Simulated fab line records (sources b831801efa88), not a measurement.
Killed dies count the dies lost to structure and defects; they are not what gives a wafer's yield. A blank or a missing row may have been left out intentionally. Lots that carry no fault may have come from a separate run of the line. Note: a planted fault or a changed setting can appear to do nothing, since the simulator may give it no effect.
A lot that was struck, set against a sound lot / flow gf180mcu / 17 out of 602 route steps
Sound: these wafers, L647.1, L647.3, L647.6. Struck: wafer L638.2 (L638.5, L638.6, from the same lot, were not struck and are left out); the cause is given at the end.
Each step with rows lists, per side, the tool, then ch with its chambers, then its first start. Under that, the readings that differ: sound wafers / struck wafers / difference of the means / sigmas: that difference in standard deviations of wafers without a fault.
alike: words and numbers the same on both sides, and readings whose means are apart by under 2 such deviations; not compared: readings that were withheld, readings missing a value for some wafer, numbers with overlapping values and no deviation given by the record, and bounds like >300 which may hide the same value.
Wherever a step has rows on one side only, a row that says differs or no value, or a row with sigmas, the two part there. Non-overlapping numbers with no deviation appear without sigmas and do not part them. A reading missing from all wafers of one side parts the sides only when that side holds two or more wafers.

first, 3 steps without rows for these wafers: GF_V1_EXPOSE_11 (exposes mask Via1, target cd 260 nm); GF_V1_PEB_12 (peb time 90 s); GF_V1_DEVELOP_13 (develop time 60 s).
GF_V1_CD_MEAS_14: target cd 260 nm.
  sound: cd_sem-02 at day 23 22:36; struck: cd_sem-02 at day 21 03:07
  alike: cd_nm
GF_V1_OVL_MEAS_15:
  sound: overlay-01 at day 23 22:43; struck: overlay-02 at day 21 03:13
  alike: V1_OVL
then, 1 step without rows for these wafers: GF_V1_ETCH_16 (etches BARC in N2/H2).
GF_V1_ETCH_17: etches SiO2 in C4F8/O2/Ar, stops on TiN, target depth 630 nm.
  sound: rie_diel-01 ch 1,2; struck: rie_diel-02 ch 3
  alike: oes_product_au
GF_V1_STRIP_18: strips in O2/N2.
  sound on plasma_asher-01 ch 0,1, day 23 22:53; struck on plasma_asher-04 ch 0, day 21 03:23
  alike: drypump_motor_current_A, heater_power_w, oes_product_au
  not compared: rf_hours_counter_h
then, 2 steps without rows for these wafers: GF_V1_STRIP_19 (strips in post etch residue remover, time 1200 s); GF_V1_CLEAN_20 (cleans in DIW).
GF_V1_SPUTTER_21: material Ti, target thk 15 nm, time 80.02 s.
  sound: pvd_sputter-04 at day 23 23:26; struck: pvd_sputter-04 at day 21 04:01
  alike: throttle_valve_pct
GF_V1_SPUTTER_22: material TiN, target thk 10 nm, time 40 s.
  sound: pvd_sputter-04 at day 23 23:29; struck: pvd_sputter-04 at day 21 04:05
  alike: throttle_valve_pct
GF_V1_CVD_23: deposits W, target thk 350 nm, time 105.05 s.
  sound on cvd_w-01 ch 0,1, day 23 23:32; struck on cvd_w-01 ch 0, day 21 04:07
reading=model.W_of_V1_CVD_23.thk_nm (nm); sound=354.3 350.3 351.4; struck=454.3; difference=+102.3; sigmas=
  alike: heater_power_w
GF_V1_RS_MEAS_24: uses a four-point probe to measure.
  sound: film_metro-03 at day 23 23:38; struck: film_metro-02 at day 21 04:32
reading=V1_W_RS (ohm/sq); sound=0.323 0.326 0.326; struck=0.252; difference=-0.073; sigmas=-20
  not compared: hold
GF_V1_THK_MEAS_25: measures by xrf.
  sound: film_metro-03 at day 23 23:46; struck: film_metro-02 at day 21 08:31
reading=V1_W_THK (nm); sound=350 345 344; struck=441; difference=+95; sigmas=+20
  not compared: hold
GF_V1_CMP_26: polishes, stops on SiO2, t overpolish 15 s, target thk 0 nm.
  sound on cmp-01 ch 0,1, day 23 23:52; struck on cmp-02 ch 2, day 21 10:17
reading=hold; sound=- - -; struck=await_dispo/1.2h/release; difference=no value on the sound wafers; sigmas=
reading=time_to_endpoint_s (s); sound=88 86 87; struck=110; difference=+23; sigmas=+7
  alike: motor_current_A
GF_M2_SPUTTER_00: material Ti, target thk 37.5 nm, time 150 s.
  sound: pvd_sputter-03 at day 24 00:07; struck: pvd_sputter-01 at day 21 10:32
  alike: throttle_valve_pct

## WHERE THEY PART
Last at GF_V1_CMP_26 as far as this record goes, first at GF_V1_RS_MEAS_24. Later steps at which nothing parts them and some readings are alike: GF_M2_SPUTTER_00.

WHY: what the simulator had put in
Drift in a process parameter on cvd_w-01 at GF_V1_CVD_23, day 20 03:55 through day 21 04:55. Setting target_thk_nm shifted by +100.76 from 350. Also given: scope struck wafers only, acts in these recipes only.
